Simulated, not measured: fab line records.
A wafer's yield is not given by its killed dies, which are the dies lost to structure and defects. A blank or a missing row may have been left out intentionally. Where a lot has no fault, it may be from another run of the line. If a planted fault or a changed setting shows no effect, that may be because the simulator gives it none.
A struck lot beside a sound one	flow sky130	14 steps out of a route of 708
Sound: the wafers L703.1, L703.3, L703.6. Wafers L711.3, L711.4, L711.6 were the ones struck. The cause is given at the end.
Each step with rows lists, per side, the tool, then ch with its chambers, then its first start. Under that, the readings that differ: sound wafers	struck wafers	difference of the means	sigmas: that difference in standard deviations of wafers without a fault.
alike: words and numbers the same on both sides, and readings whose means are apart by under 2 such deviations; not compared: readings that were withheld, readings missing a value for some wafer, numbers with overlapping values and no deviation given by the record, and bounds like >300 which may hide the same value.
The two part at a step that has a row with sigmas, a row that says differs or no value, or rows on one side only. When numbers do not overlap yet have no deviation, they are printed without sigmas and do not part them. A reading that every wafer of one side lacks parts them only if that side has two wafers or more.

SKY_POLY_GATE_ETCH_15: etches BARC in N2/H2, stops on SiO2, time 118.5 s, target depth 110 nm.
  sound on rie-diel-01 ch 0,2, day 20 07:32; struck on rie-diel-04 ch 0,1, day 22 20:43
  alike: drypump-motor-current-A, oes-product-au, rf-fwd-power-W, throttle-valve-pct
  not compared: rf-hours-counter-h
SKY_POLY_GATE_ETCH_16: etches Si3N4 in CH3F/O2, stops on poly-Si, time 147.5 s, target depth 75 nm.
  sound on rie-diel-01 ch 0,2, day 20 07:37; struck on rie-diel-04 ch 0,1, day 22 20:48
  alike: drypump-motor-current-A, oes-product-au, rf-fwd-power-W, throttle-valve-pct
  not compared: rf-hours-counter-h
SKY_POLY_GATE_ETCH_17: etches poly-Si in HBr/Cl2, stops on SiO2, target depth 180 nm, time 70.5 s.
  sound on rie-si-01 ch 0,1, day 20 07:43; struck on rie-si-01 ch 1,3, day 22 20:54
  alike: drypump-motor-current-A, oes-product-au, rf-fwd-power-W, throttle-valve-pct
  not compared: rf-hours-counter-h
SKY_POLY_GATE_STRIP_18: strips in O2/N2.
  sound on plasma-asher-04 ch 0, day 20 07:46; struck on plasma-asher-04 ch 0,1, day 22 20:59
  alike: drypump-motor-current-A, oes-product-au, strip-time-to-endpoint-s
  not compared: rf-hours-counter-h
then, 2 steps without rows for these wafers: SKY_POLY_GATE_CLEAN_19 (cleans in SC1/SC2, time 150 s); SKY_POLY_GATE_OXIDATION_20 (stabilise 600 s, purge 300 s, target thk 4 nm).
SKY_POLY_GATE_THK_MEAS_21:
  sound on film-metro-04, day 20 09:10; struck on film-metro-02, day 22 22:23
  alike: POLY_GATE_OXIDATION_THK
SKY_POLY_GATE_CD_MEAS_22:
  sound on cd-sem-02, day 20 09:13; struck on cd-sem-01, day 22 22:29
  alike: cd-nm
then, 4 steps without rows for these wafers: SKY_LDD_N_DEHYDRATE_00 (time 60 s); SKY_LDD_N_HMDS_01 (prime time 60 s); SKY_LDD_N_COAT_02 (resist thk 300 nm); SKY_LDD_N_SOFTBAKE_03 (time 60 s).
SKY_LDD_N_EXPOSE_04: exposes mask NTM, target cd 840 nm.
  struck on iline-stepper-01, day 23 14:06; sound on iline-stepper-01 ch 0, day 21 00:31
  no value came back on the struck wafers for exposure-dose-mJ-cm2, focus-offset-nm (nm), reticle-temp-C (C); on the sound wafers exposure-dose-mJ-cm2 reads 110.01 110.04 109.97
  alike: mask
next, for these wafers, 1 step has no rows: SKY_LDD_N_PEB_05.

== WHERE THEY PART ==
Only at SKY_LDD_N_EXPOSE_04, within this record.

WHY: what the simulator had put in
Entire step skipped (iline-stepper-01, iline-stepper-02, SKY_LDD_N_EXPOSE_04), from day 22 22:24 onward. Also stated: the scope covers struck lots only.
